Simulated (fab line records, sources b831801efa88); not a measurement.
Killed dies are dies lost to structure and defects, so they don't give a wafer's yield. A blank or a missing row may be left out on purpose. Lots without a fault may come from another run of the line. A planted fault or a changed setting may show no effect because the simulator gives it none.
Which tool did it? | flow gf180mcu | 15 lots, 45 wafers sampled, at 2 steps of a route of 602

WHAT THE GAUGES READ, wafer by wafer
GF_V5_BOW_MEAS_05.
lot  | measured     | on            | V5_BOW (um)
L603 | day 26 15:31 | film_metro-03 | 135 132 133
L604 | day 26 19:36 | film_metro-03 | 128 122 126
L605 | day 27 08:13 | film_metro-03 | 126 114 106
L606 | day 27 14:22 | film_metro-03 | 129 119 130
L608 | day 28 10:40 | film_metro-01 | 131 127 125
L610 | day 28 21:42 | film_metro-02 | 123 113 137
L611 | day 29 11:22 | film_metro-01 | 137 142 142
L612 | day 29 17:10 | film_metro-02 | 124 116 128
L613 | day 29 19:43 | film_metro-01 | 125 135 145
L617 | day 30 20:36 | film_metro-03 | 129 123 128
L620 | day 31 12:43 | film_metro-03 | 119 123 113
L622 | day 31 23:22 | film_metro-02 | 123 130 129
L623 | day 32 06:10 | film_metro-03 | 139 132 136
L624 | day 32 11:43 | film_metro-01 | 145 143 144
L625 | day 32 13:45 | film_metro-01 | 140 143 141

WHICH TOOL RAN EACH LOT (tool, then ch and the chambers of the sampled wafers, then the start)
lot  | GF_MIM_STRIP_20
L603 | plasma_asher-01 ch 1, day 25 16:32
L604 | plasma_asher-01 ch 0,1, day 25 20:28
L605 | plasma_asher-03 ch 0,1, day 26 09:24
L606 | plasma_asher-01 ch 0,1, day 26 15:51
L608 | plasma_asher-03 ch 0,1, day 27 13:32
L610 | plasma_asher-01 ch 0,1, day 28 00:35
L611 | plasma_asher-03 ch 0,1, day 28 14:23
L612 | plasma_asher-03 ch 1, day 28 20:30
L613 | plasma_asher-02 ch 0,1, day 28 23:23
L617 | plasma_asher-02 ch 0,1, day 30 00:53
L620 | plasma_asher-01 ch 0,1, day 30 17:20
L622 | plasma_asher-03 ch 0, day 31 04:32
L623 | plasma_asher-02 ch 0,1, day 31 10:38
L624 | plasma_asher-03 ch 0,1, day 31 16:56
L625 | plasma_asher-02 ch 0,1, day 31 19:05
- GF_MIM_STRIP_20: strips in O2/N2.

WHAT THE TOOLS THEMSELVES READ (means of the sampled wafers that have a number; where no wafer has one, the mark that the record gives instead)
GF_MIM_STRIP_20.
lot  | tool            | drypump_motor_current_A (A) | heater_power_w (W) | oes_product_au (a.u.) | strip_time_to_endpoint_s (s)
L603 | plasma_asher-01 | 5.0                         | 354                | 0.693                 | 11.28
L604 | plasma_asher-01 | 5.4                         | 326                | 0.691                 | 11.20
L605 | plasma_asher-03 | 5.8                         | 311                | 0.692                 | 11.18
L606 | plasma_asher-01 | 5.2                         | 339                | 0.689                 | 11.27
L608 | plasma_asher-03 | 5.8                         | 306                | 0.690                 | 11.26
L610 | plasma_asher-01 | 5.2                         | 338                | 0.691                 | 11.24
L611 | plasma_asher-03 | 5.9                         | 309                | 0.688                 | 11.23
L612 | plasma_asher-03 | 6.0                         | 305                | 0.694                 | 11.24
L613 | plasma_asher-02 | 6.2                         | 352                | 0.690                 | 11.19
L617 | plasma_asher-02 | 5.8                         | 330                | 0.690                 | 11.18
L620 | plasma_asher-01 | 5.2                         | 339                | 0.693                 | 11.26
L622 | plasma_asher-03 | 5.7                         | 315                | 0.695                 | 11.26
L623 | plasma_asher-02 | 6.2                         | 346                | 0.696                 | 11.25
L624 | plasma_asher-03 | 5.8                         | 310                | 0.694                 | 11.23
L625 | plasma_asher-02 | 5.9                         | 330                | 0.696                 | 11.27

THE ANSWER, worked out from the rows above alone
Rule: what is usual is taken from the lots themselves. Put in order of their means at a reading, lots are off if they are a third of the lots or fewer, leave a main group of 4 or more, and stand apart from it by a gap of 3 or more times the standard deviation of the main group's means; of several such gaps the widest counts. A main group whose means are all the same, to the digits that the tables above print for the reading, isn't used. A lot without any number at a reading at which 4 lots or more have one is off too. The other lots that the step has rows for count as sound. The gauges are gone through in route order, then the tools' own readings, and for those a lot's mean is taken as printed above. The first step at which some lot is off is used, and at that step the reading that is off furthest; a lot without a number counts as furthest.
No lot is off at any reading shown: from this, nothing can be told.

WHAT THE SIMULATOR HAD PUT IN
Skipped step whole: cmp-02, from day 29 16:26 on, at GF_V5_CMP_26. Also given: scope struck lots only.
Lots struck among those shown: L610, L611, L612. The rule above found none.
